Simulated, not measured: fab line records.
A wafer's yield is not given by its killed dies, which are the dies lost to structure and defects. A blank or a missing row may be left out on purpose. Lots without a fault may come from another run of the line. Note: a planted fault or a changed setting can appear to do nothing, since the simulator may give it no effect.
What tool caused it? | flow sky130 | 14 lots, 42 wafers sampled, at 4 steps of a route of 708

== WHAT THE GAUGES SHOWED, per wafer ==
SKY_POLY_GATE_OVL_MEAS_14.
lot  | measured     | on         | POLY_GATE_OVL (nm)
L310 | day 16 01:08 | overlay-02 | 1 7 -2
L312 | day 16 13:46 | overlay-02 | -1 5 -5
L313 | day 16 18:10 | overlay-02 | -4 -2 0
L315 | day 17 11:50 | overlay-02 | -2 -4 0
L317 | day 18 22:44 | overlay-01 | -6 -4 -4
L318 | day 19 04:54 | overlay-02 | 9 -2 7
L320 | day 19 16:20 | overlay-01 | 2 1 -3
L321 | day 19 19:49 | overlay-01 | -11 -8 -3
L323 | day 21 08:18 | overlay-02 | -13 0 -11
L322 | day 21 09:29 | overlay-01 | -2 -9 -1
L328 | day 22 06:41 | overlay-02 | 1 -2 3
L326 | day 22 08:06 | overlay-01 | 0 5 3
L330 | day 22 21:48 | overlay-01 | 6 -1 4
L332 | day 23 19:14 | overlay-02 | -5 -1 -7

SKY_LDD_N_OVL_MEAS_07.
lot  | measured     | on         | LDD_N_OVL (nm)
L310 | day 17 06:43 | overlay-01 | -0.2 -0.1 -2.3
L312 | day 17 21:52 | overlay-02 | -3.7 -3.5 -3.4
L313 | day 18 01:47 | overlay-02 | 1.5 -0.4 -1.7
L315 | day 18 20:19 | overlay-01 | 0.4 -0.3 -2.1
L317 | day 20 08:31 | overlay-01 | -1.5 -2.2 -3.3
L318 | day 20 15:16 | overlay-02 | -3.3 -4.2 -2.7
L320 | day 21 03:43 | overlay-02 | 0.4 -2.1 -2.0
L321 | day 21 08:56 | overlay-01 | -1.3 -1.2 -0.2
L323 | day 22 17:10 | overlay-01 | -1.3 0.3 0.4
L322 | day 22 18:28 | overlay-02 | 1.2 1.0 0.9
L328 | day 23 14:34 | overlay-02 | -1.8 -2.0 -1.7
L326 | day 23 16:05 | overlay-01 | 1.5 0.4 2.4
L330 | day 24 05:25 | overlay-02 | -1.9 0.3 -1.2
L332 | day 25 03:28 | overlay-02 | -3.1 -0.2 -2.0

SKY_LDD_P_CD_MEAS_07: the cd target is 380 nm.
lot  | measured     | on        | cd nm (nm)
L310 | day 18 13:41 | cd sem-02 | 379.7 382.5 380.5
L312 | day 19 05:28 | cd sem-01 | 383.8 382.5 383.4
L313 | day 19 09:55 | cd sem-02 | 377.0 375.9 378.4
L315 | day 20 03:04 | cd sem-01 | 381.3 380.0 379.2
L317 | day 21 16:46 | cd sem-02 | 380.5 382.5 380.5
L318 | day 21 23:32 | cd sem-01 | 379.6 377.2 379.6
L320 | day 22 12:02 | cd sem-01 | 375.0 377.0 375.5
L321 | day 22 17:03 | cd sem-01 | 378.6 380.2 381.4
L323 | day 24 01:15 | cd sem-01 | 380.9 380.9 378.4
L322 | day 24 01:58 | cd sem-01 | 381.8 378.0 376.9
L328 | day 24 21:32 | cd sem-01 | 383.7 381.4 380.7
L326 | day 24 22:54 | cd sem-01 | 381.8 379.5 379.4
L330 | day 25 13:10 | cd sem-02 | 380.3 376.1 381.0
L332 | day 26 10:40 | cd sem-01 | 382.5 383.4 381.4

== WHAT TOOL EACH LOT RAN ON (gives the tool, then ch and the chambers of the sampled wafers, and finally the start) ==
lot  | SKY_LDD_N_IMPLANT_11
L310 | implanter-02 ch 0, day 17 07:13
L312 | implanter-02 ch 0, day 17 22:24
L313 | implanter-04 ch 0, day 18 02:18
L315 | implanter-01 ch 0, day 18 20:49
L317 | implanter-01 ch 0, day 20 09:00
L318 | implanter-02 ch 0, day 20 15:46
L320 | implanter-01 ch 0, day 21 04:12
L321 | implanter-02 ch 0, day 21 09:28
L323 | implanter-02 ch 0, day 22 17:41
L322 | implanter-04 ch 0, day 22 18:58
L328 | implanter-02 ch 0, day 23 15:05
L326 | implanter-01 ch 0, day 23 16:35
L330 | implanter-01 ch 0, day 24 05:54
L332 | implanter-04 ch 0, day 25 03:58
- SKY_LDD_N_IMPLANT_11

== WHAT THE TOOLS THEMSELVES READ (means of the sampled wafers that have a number; where no wafer has one, the mark that the record gives instead) ==
SKY_LDD_N_IMPLANT_11.
lot  | tool         | beam on s (s) | faraday current uA
L310 | implanter-02 | 9.90          | 426
L312 | implanter-02 | 9.89          | 428
L313 | implanter-04 | 9.82          | 430
L315 | implanter-01 | 10.13         | 418
L317 | implanter-01 | 11.88         | 357
L318 | implanter-02 | 10.14         | 418
L320 | implanter-01 | 11.66         | 362
L321 | implanter-02 | 9.86          | 428
L323 | implanter-02 | 9.87          | 428
L322 | implanter-04 | 9.97          | 425
L328 | implanter-02 | 10.13         | 418
L326 | implanter-01 | 10.16         | 416
L330 | implanter-01 | 10.12         | 419
L332 | implanter-04 | 10.00         | 423

== THE ANSWER, worked out from the rows above alone ==
Rule: the lots themselves supply what counts as usual. Put in order of their means at a reading, lots are off if they are a third of the lots or fewer, leave a main group of 4 or more, and stand apart from it by a gap of 3 or more times the standard deviation of the main group's means; of several such gaps the widest counts. Not used: any main group whose means are identical at the precision the tables above print for the reading. Also off: a lot with no number at a reading for which 4 or more lots have one. The other lots that the step has rows for count as sound. After the gauges, taken in route order, come the tools' own readings; for these a lot's mean is taken, as printed above. The first step at which some lot is off is used, and at that step the reading that is off furthest; a lot without a number counts as furthest.
Off at SKY_LDD_N_IMPLANT_11 (beam on s): L317, L320. The main group has a mean of 10.00 s with a standard deviation of 0.12.
If a tool, at that step or one of the process steps before it, ran each lot that is off and ran no sound lot following the first of them, it fits. Not one of the candidates tried fits.

== WHAT WAS PUT IN BY THE SIMULATOR ==
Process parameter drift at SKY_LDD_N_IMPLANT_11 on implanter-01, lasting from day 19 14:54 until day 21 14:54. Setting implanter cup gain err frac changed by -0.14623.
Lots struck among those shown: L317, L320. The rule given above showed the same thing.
